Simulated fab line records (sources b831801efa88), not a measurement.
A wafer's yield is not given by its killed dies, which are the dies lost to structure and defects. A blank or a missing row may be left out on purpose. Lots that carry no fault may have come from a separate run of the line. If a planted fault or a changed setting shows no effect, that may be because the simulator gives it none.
fab line records | flow sky130
record: lots: 7 | wafers: 21 | last-day: 49
route steps=708 shown METAL4@600 CAP2M@603
lots untouched by any fault: they come from a run of this same line in which no faults occurred
start-h: hours from the record's first day to the start of the lot's first wafer shown | wait-h: hours since the lot's step before | " repeats the value in the row above | L1.1+2: a single row standing in for several wafers | - value missing, or start not given | * or withheld: withheld | < > ~ a bound
route shown NAME@n: NAME is a module with steps in the file, n the number in the route of the first one | usual: mean/standard deviation taken from wafers without a fault | same: alike in all rows | chamber/n: place in a boat | sites: per-site readings | _std_site: their standard deviation | _edge_site: mean of outer sites minus mean of inner sites | radius-mm: for every site, how far away it sits from the centre of the wafer | mask NAME#n: copy n | behind: the last tool/chamber to shape the wafer | hold: why the lot was held/for how many hours/how that ended | device: the n, p or np transistor that did not switch | end of line: the tests these same wafers got at the end of their route | a step without rows: its recipe alone | killed: the dies lost at the first sort to structure and to defects; this is not the yield of the wafer | map: per-die view of a wafer (x killed, . not killed, _ where there is no die)
set.NAME: the run value of the setting; set.NAME@STEP: its run value at that earlier step | model.NAME: the simulator's own value behind a step, which no gauge read
lots at selected steps of the route; one table per step, one row per wafer
services: when a tool's chamber went out of use (start-h, in hours from the record's first day, below 0 if earlier), for how many hours, and the reason
== steps ==
step: SKY_METAL4_SPUTTER_02
recipe: material: AlCu | target-thk-nm: 735 | power-w: 10600 | time-s: 39.1 | chamber-pressure-pa: 0.4
usual: throttle-valve-pct: 30.3/1
lot.wafer | tool           | chamber | start-h | wait-h | throttle-valve-pct
L524.1    | pvd-sputter-04 | -       | 953.36  | 0.0    | 29.1
L524.2    | "              | -       | "       | "      | 30.7
L524.4    | "              | -       | "       | "      | 30.6
L533.2    | pvd-sputter-03 | -       | 1006.41 | 0.0    | 30.9
L533.3    | "              | -       | "       | "      | 29.0
L533.5    | "              | -       | "       | "      | 32.1
L532.1    | pvd-sputter-03 | -       | 1007.15 | 0.0    | 30.6
L532.3    | "              | -       | "       | "      | 32.1
L532.4    | "              | -       | "       | "      | 29.1
L534.1    | pvd-sputter-01 | -       | 1011.28 | 0.0    | 31.2
L534.2    | "              | -       | "       | "      | 29.0
L534.5    | "              | -       | "       | "      | 28.8
L537.1    | pvd-sputter-01 | -       | 1040.01 | 0.0    | 30.5
L537.4    | "              | -       | "       | "      | 28.8
L537.6    | "              | -       | "       | "      | 30.3
L541.1    | pvd-sputter-01 | -       | 1055.86 | 0.0    | 29.0
L541.3    | "              | -       | "       | "      | 30.2
L541.5    | "              | -       | "       | "      | 29.3
L543.1    | pvd-sputter-04 | -       | 1068.42 | 0.0    | 30.7
L543.3    | "              | -       | "       | "      | 30.8
L543.4    | "              | -       | "       | "      | 28.9
step: SKY_METAL4_SPUTTER_03
recipe: material: Ti | target-thk-nm: 5 | power-w: 3000 | time-s: 3.3 | chamber-pressure-pa: 0.4
usual: throttle-valve-pct: 30.4/1
lot.wafer | tool           | chamber | start-h | wait-h | throttle-valve-pct
L524.1    | pvd-sputter-04 | -       | 953.40  | 0.0    | 28.7
L524.2    | "              | -       | "       | "      | 30.4
L524.4    | "              | -       | "       | "      | 30.8
L533.2    | pvd-sputter-03 | -       | 1006.45 | 0.0    | 30.8
L533.3    | "              | -       | "       | "      | 29.3
L533.5    | "              | -       | "       | "      | 32.0
L532.1    | pvd-sputter-03 | -       | 1007.19 | 0.0    | 30.2
L532.3    | "              | -       | "       | "      | 32.3
L532.4    | "              | -       | "       | "      | 29.1
L534.1    | pvd-sputter-01 | -       | 1011.32 | 0.0    | 31.0
L534.2    | "              | -       | "       | "      | 28.9
L534.5    | "              | -       | "       | "      | 29.0
L537.1    | pvd-sputter-01 | -       | 1040.05 | 0.0    | 30.4
L537.4    | "              | -       | "       | "      | 28.8
L537.6    | "              | -       | "       | "      | 30.3
L541.1    | pvd-sputter-01 | -       | 1055.90 | 0.0    | 28.7
L541.3    | "              | -       | "       | "      | 30.3
L541.5    | "              | -       | "       | "      | 29.4
L543.1    | pvd-sputter-04 | -       | 1068.46 | 0.0    | 30.8
L543.3    | "              | -       | "       | "      | 31.0
L543.4    | "              | -       | "       | "      | 29.1
step: SKY_METAL4_SPUTTER_04
recipe: material: TiN | target-thk-nm: 70 | power-w: 6500 | time-s: 58.3 | chamber-pressure-pa: 0.4
usual: throttle-valve-pct: 30.4/1
lot.wafer | tool           | chamber | start-h | wait-h | throttle-valve-pct
L524.1    | pvd-sputter-04 | -       | 953.42  | 0.0    | 28.9
L524.2    | "              | -       | "       | "      | 30.9
L524.4    | "              | -       | "       | "      | 30.6
L533.2    | pvd-sputter-03 | -       | 1006.47 | 0.0    | 30.8
L533.3    | "              | -       | "       | "      | 29.2
L533.5    | "              | -       | "       | "      | 32.4
L532.1    | pvd-sputter-03 | -       | 1007.21 | 0.0    | 30.2
L532.3    | "              | -       | "       | "      | 31.9
L532.4    | "              | -       | "       | "      | 29.1
L534.1    | pvd-sputter-01 | -       | 1011.33 | 0.0    | 31.1
L534.2    | "              | -       | "       | "      | 28.8
L534.5    | "              | -       | "       | "      | 29.1
L537.1    | pvd-sputter-01 | -       | 1040.07 | 0.0    | 30.2
L537.4    | "              | -       | "       | "      | 28.5
L537.6    | "              | -       | "       | "      | 30.1
L541.1    | pvd-sputter-01 | -       | 1055.92 | 0.0    | 28.8
L541.3    | "              | -       | "       | "      | 30.3
L541.5    | "              | -       | "       | "      | 29.4
L543.1    | pvd-sputter-04 | -       | 1068.48 | 0.0    | 31.0
L543.3    | "              | -       | "       | "      | 30.9
L543.4    | "              | -       | "       | "      | 29.0
step: SKY_CAP2M_CVD_00
recipe: material: SiO2 | target-thk-nm: 15.5 | temp-c: 400 | time-s: withheld | rf-w: 450
usual: heater-power-w: 705/98
lot.wafer | tool     | chamber | start-h | wait-h | heater-power-w
L524.1    | pecvd-01 | 2       | 953.47  | 0.0    | 651
L524.2    | "        | 0       | "       | "      | 621
L524.4    | "        | 1       | "       | "      | 648
L533.2    | pecvd-02 | 2       | 1006.52 | 0.0    | 809
L533.3    | "        | 0       | "       | "      | 827
L533.5    | "        | 0       | "       | "      | 819
L532.1    | pecvd-01 | 2       | 1007.26 | 0.0    | 647
L532.3    | "        | 1       | "       | "      | 632
L532.4    | "        | 0       | "       | "      | 710
L534.1    | pecvd-04 | 0       | 1011.38 | 0.0    | 614
L534.2    | "        | 1       | "       | "      | 683
L534.5    | "        | 0       | "       | "      | 598
L537.1    | pecvd-01 | 2       | 1040.12 | 0.0    | 724
L537.4    | "        | 2       | "       | "      | 697
L537.6    | "        | 1       | "       | "      | 682
L541.1    | pecvd-02 | 1       | 1055.97 | 0.0    | 580
L541.3    | "        | 2       | "       | "      | 871
L541.5    | "        | 0       | "       | "      | 813
L543.1    | pecvd-04 | 0       | 1068.53 | 0.0    | 714
L543.3    | "        | 2       | "       | "      | 766
L543.4    | "        | 2       | "       | "      | 756
step: SKY_CAP2M_THK_MEAS_01
recipe: reads: SiO2_of_CAP2M_CVD_00
usual: CAP2M_CVD_00_THK: 15.57/0.23
lot.wafer | tool          | chamber | start-h | wait-h | CAP2M_CVD_00_THK[nm]
L524.1    | film-metro-01 | -       | 953.49  | -      | 15.30
L524.2    | "             | -       | "       | "      | 15.63
L524.4    | "             | -       | "       | "      | 15.53
L533.2    | film-metro-04 | -       | 1006.56 | -      | 15.54
L533.3    | "             | -       | "       | "      | 15.67
L533.5    | "             | -       | "       | "      | 15.47
L532.1    | film-metro-04 | -       | 1007.28 | -      | 15.39
L532.3    | "             | -       | "       | "      | 15.45
L532.4    | "             | -       | "       | "      | 15.93
L534.1    | film-metro-01 | -       | 1011.41 | -      | 15.64
L534.2    | "             | -       | "       | "      | 15.78
L534.5    | "             | -       | "       | "      | 15.84
L537.1    | film-metro-03 | -       | 1040.14 | -      | 15.50
L537.4    | "             | -       | "       | "      | 15.66
L537.6    | "             | -       | "       | "      | 15.53
L541.1    | film-metro-01 | -       | 1055.99 | -      | 15.11
L541.3    | "             | -       | "       | "      | 15.35
L541.5    | "             | -       | "       | "      | 15.60
L543.1    | film-metro-03 | -       | 1068.55 | -      | 15.67
L543.3    | "             | -       | "       | "      | 15.54
L543.4    | "             | -       | "       | "      | 15.95
step: SKY_CAP2M_SPUTTER_02
recipe: material: TiN | target-thk-nm: 200 | temp-c: 300 | power-w: 6500 | time-s: 166.7 | chamber-pressure-pa: 0.4
usual: throttle-valve-pct: 30.1/0.84
lot.wafer | tool           | chamber | start-h | wait-h | throttle-valve-pct
L524.1    | pvd-sputter-01 | -       | 953.55  | 0.1    | 31.4
L524.2    | "              | -       | "       | "      | 28.7
L524.4    | "              | -       | "       | "      | 29.4
L533.2    | pvd-sputter-04 | -       | 1006.61 | 0.0    | 29.1
L533.3    | "              | -       | "       | "      | 30.8
L533.5    | "              | -       | "       | "      | 30.7
L532.1    | pvd-sputter-02 | -       | 1007.34 | 0.1    | 29.1
L532.3    | "              | -       | "       | "      | 30.8
L532.4    | "              | -       | "       | "      | 31.1
L534.1    | pvd-sputter-02 | -       | 1011.47 | 0.1    | 30.8
L534.2    | "              | -       | "       | "      | 31.0
L534.5    | "              | -       | "       | "      | 29.3
L537.1    | pvd-sputter-04 | -       | 1040.20 | 0.1    | 30.8
L537.4    | "              | -       | "       | "      | 30.7
L537.6    | "              | -       | "       | "      | 30.7
L541.1    | pvd-sputter-04 | -       | 1056.05 | 0.1    | 30.7
L541.3    | "              | -       | "       | "      | 31.2
L541.5    | "              | -       | "       | "      | 30.6
L543.1    | pvd-sputter-02 | -       | 1068.61 | 0.1    | 30.7
L543.3    | "              | -       | "       | "      | 29.3
L543.4    | "              | -       | "       | "      | 31.0
step: SKY_CAP2M_RS_MEAS_03
recipe: thk-meas-gauge: four-point-probe | reads: TiN_of_CAP2M_SPUTTER_02
usual: CAP2M_TIN_RS: 6.89/0.065
lot.wafer | tool          | chamber | start-h | wait-h | CAP2M_TIN_RS[ohm/sq]
L524.1    | film-metro-01 | -       | 953.66  | 0.1    | 6.85
L524.2    | "             | -       | "       | "      | 6.88
L524.4    | "             | -       | "       | "      | 6.90
L533.2    | film-metro-01 | -       | 1006.74 | 0.1    | 7.08
L533.3    | "             | -       | "       | "      | 6.98
L533.5    | "             | -       | "       | "      | 6.96
L532.1    | film-metro-01 | -       | 1007.45 | 0.1    | 6.84
L532.3    | "             | -       | "       | "      | 6.82
L532.4    | "             | -       | "       | "      | 6.80
L534.1    | film-metro-03 | -       | 1011.57 | 0.1    | 6.88
L534.2    | "             | -       | "       | "      | 6.78
L534.5    | "             | -       | "       | "      | 6.88
L537.1    | film-metro-01 | -       | 1040.31 | 0.1    | 6.93
L537.4    | "             | -       | "       | "      | 6.91
L537.6    | "             | -       | "       | "      | 6.98
L541.1    | film-metro-04 | -       | 1056.16 | 0.1    | 6.92
L541.3    | "             | -       | "       | "      | 6.96
L541.5    | "             | -       | "       | "      | 6.95
L543.1    | film-metro-01 | -       | 1068.72 | 0.1    | 6.96
L543.3    | "             | -       | "       | "      | 6.89
L543.4    | "             | -       | "       | "      | 6.89
step: SKY_CAP2M_THK_MEAS_04
recipe: thk-meas-gauge: xrf | reads: TiN_of_CAP2M_SPUTTER_02
usual: CAP2M_TIN_THK: 199.3/2.1
lot.wafer | tool          | chamber | start-h | wait-h | CAP2M_TIN_THK[nm]
L524.1    | film-metro-01 | -       | 953.78  | 0.1    | 199.4
L524.2    | "             | -       | "       | "      | 198.3
L524.4    | "             | -       | "       | "      | 198.3
L533.2    | film-metro-01 | -       | 1006.85 | 0.1    | 193.3
L533.3    | "             | -       | "       | "      | 195.9
L533.5    | "             | -       | "       | "      | 196.2
L532.1    | film-metro-01 | -       | 1007.57 | 0.1    | 199.2
L532.3    | "             | -       | "       | "      | 200.7
L532.4    | "             | -       | "       | "      | 200.8
L534.1    | film-metro-03 | -       | 1011.69 | 0.1    | 199.4
L534.2    | "             | -       | "       | "      | 202.0
L534.5    | "             | -       | "       | "      | 199.2
L537.1    | film-metro-01 | -       | 1040.43 | 0.1    | 197.5
L537.4    | "             | -       | "       | "      | 198.1
L537.6    | "             | -       | "       | "      | 196.9
L541.1    | film-metro-04 | -       | 1056.28 | 0.1    | 198.9
L541.3    | "             | -       | "       | "      | 197.4
L541.5    | "             | -       | "       | "      | 197.9
L543.1    | film-metro-01 | -       | 1068.84 | 0.1    | 197.6
L543.3    | "             | -       | "       | "      | 198.9
L543.4    | "             | -       | "       | "      | 199.5
step: SKY_CAP2M_DEHYDRATE_05
recipe: temp-c: 200 | time-s: 60
step: SKY_CAP2M_HMDS_06
recipe: prime-time-s: 60 | prime-temp-c: 120
step: SKY_CAP2M_COAT_07
recipe: resist: NOVOLAK | spin-rpm: 3000 | resist-thk-nm: 1140
step: SKY_CAP2M_SOFTBAKE_08
recipe: temp-c: 90 | time-s: 60 | resist: NOVOLAK
step: SKY_CAP2M_EXPOSE_09
recipe: mask-id: CAP2M | na: 0.6 | source-shape: conventional | sigma-outer: 0.6 | polarization: unpolarized | target-cd-nm: 1000 | dose-mj: 159
usual: exposure-dose-mJ-cm2: 158.98/0.16 | focus-offset-nm: 0.1/0.61 | na: 0.6/0
lot.wafer | tool             | chamber | start-h | wait-h | mask    | exposure-dose-mJ-cm2 | focus-offset-nm | na
L524.1    | iline-stepper-01 | 0       | 965.37  | -      | CAP2M#0 | 158.80               | 0.4             | 0.6
L524.2    | "                | 0       | "       | "      | CAP2M#0 | 158.99               | 0.1             | 0.6
L524.4    | "                | 0       | "       | "      | CAP2M#0 | 159.06               | -0.3            | 0.6
L533.2    | iline-stepper-01 | -       | 1018.04 | -      | CAP2M#0 | -                    | -               | -
L533.3    | "                | -       | "       | "      | CAP2M#0 | -                    | -               | -
L533.5    | "                | -       | "       | "      | CAP2M#0 | -                    | -               | -
L532.1    | iline-stepper-01 | -       | 1018.97 | -      | CAP2M#0 | -                    | -               | -
L532.3    | "                | -       | "       | "      | CAP2M#0 | -                    | -               | -
L532.4    | "                | -       | "       | "      | CAP2M#0 | -                    | -               | -
L534.1    | iline-stepper-01 | -       | 1023.07 | -      | CAP2M#0 | -                    | -               | -
L534.2    | "                | -       | "       | "      | CAP2M#0 | -                    | -               | -
L534.5    | "                | -       | "       | "      | CAP2M#0 | -                    | -               | -
L537.1    | iline-stepper-02 | 0       | 1051.56 | -      | CAP2M#0 | 159.04               | -0.5            | 0.6
L537.4    | "                | 0       | "       | "      | CAP2M#0 | 159.22               | -0.6            | 0.6
L537.6    | "                | 0       | "       | "      | CAP2M#0 | 159.04               | -0.7            | 0.6
L541.1    | iline-stepper-01 | 0       | 1067.60 | -      | CAP2M#0 | 159.14               | 1.3             | 0.6
L541.3    | "                | 0       | "       | "      | CAP2M#0 | 158.99               | 0.6             | 0.6
L541.5    | "                | 0       | "       | "      | CAP2M#0 | 159.04               | 0.8             | 0.6
L543.1    | iline-stepper-02 | 0       | 1078.53 | -      | CAP2M#0 | 158.98               | -0.5            | 0.6
L543.3    | "                | 0       | "       | "      | CAP2M#0 | 159.09               | 0.2             | 0.6
L543.4    | "                | 0       | "       | "      | CAP2M#0 | 159.07               | -0.4            | 0.6
step: SKY_CAP2M_PEB_10
recipe: temp-c: withheld | time-s: * | resist: NOVOLAK
== services ==
tool             | chamber | start-h | hours | kind
pecvd-02         | -       | 930.70  | 2.8   | repair
iline-stepper-01 | -       | 931.96  | 3.6   | repair
pvd-sputter-04   | -       | 937.41  | 8.7   | repair
pecvd-01         | 0       | 938.66  | 5.5   | scheduled-down
iline-stepper-01 | -       | 942.96  | 1.7   | pm
iline-stepper-02 | 0       | 943.30  | -     | calibration
iline-stepper-02 | -       | 946.46  | 20.7  | repair
iline-stepper-02 | -       | 961.18  | 1.5   | repair
pvd-sputter-04   | -       | 964.66  | 21.3  | repair
pvd-sputter-02   | -       | 965.46  | 5.1   | repair
iline-stepper-01 | -       | 967.17  | 2.1   | pm
iline-stepper-01 | -       | 969.26  | -     | consumable-replace:lamp
pecvd-01         | -       | 981.27  | 2.8   | pm
pecvd-02         | 0       | 981.69  | 6.7   | repair
pvd-sputter-01   | -       | 999.93  | 6.8   | repair
pecvd-02         | 1       | 1001.57 | 9.3   | repair
pecvd-02         | 2       | 1006.95 | 10.2  | repair
pecvd-01         | 0       | 1011.00 | 2.1   | scheduled-down
iline-stepper-02 | -       | 1013.02 | 28.9  | pm
pecvd-02         | -       | 1025.83 | 6.0   | pm
iline-stepper-02 | -       | 1046.41 | 1.7   | pm
pvd-sputter-03   | -       | 1047.69 | 3.0   | repair
iline-stepper-01 | -       | 1061.79 | 2.0   | repair
pvd-sputter-04   | -       | 1070.64 | 1.6   | repair
== key ==
first-sign: step: SKY_CAP2M_EXPOSE_09 | reading: tool-record | direction: missing
effect none on later readings
met-at SKY_CAP2M_EXPOSE_09
struck-wafers L532.1,L532.3,L532.4,L533.2,L533.3,L533.5,L534.1,L534.2,L534.5
later-rows-left-out L532.1,L532.3,L532.4,L533.2,L533.3,L533.5,L534.1,L534.2,L534.5
sort-left-out L532.1,L532.3,L532.4,L533.2,L533.3,L533.5,L534.1,L534.2,L534.5
onset-between 965.37 1018.04
fault: kind: skipped-step-whole | tool: iline-stepper-01 | chamber: - | onset-h: 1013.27 | steps: SKY_CAP2M_EXPOSE_09 | scope: struck-lots-only
sort-left-out: the simulated sort isn't trusted on such a fault, so these wafers' sort isn't shown, and their yield isn't known
later-rows-left-out: the simulator's readings of these wafers behind a module that went badly wrong aren't trusted and aren't shown, but for the sort
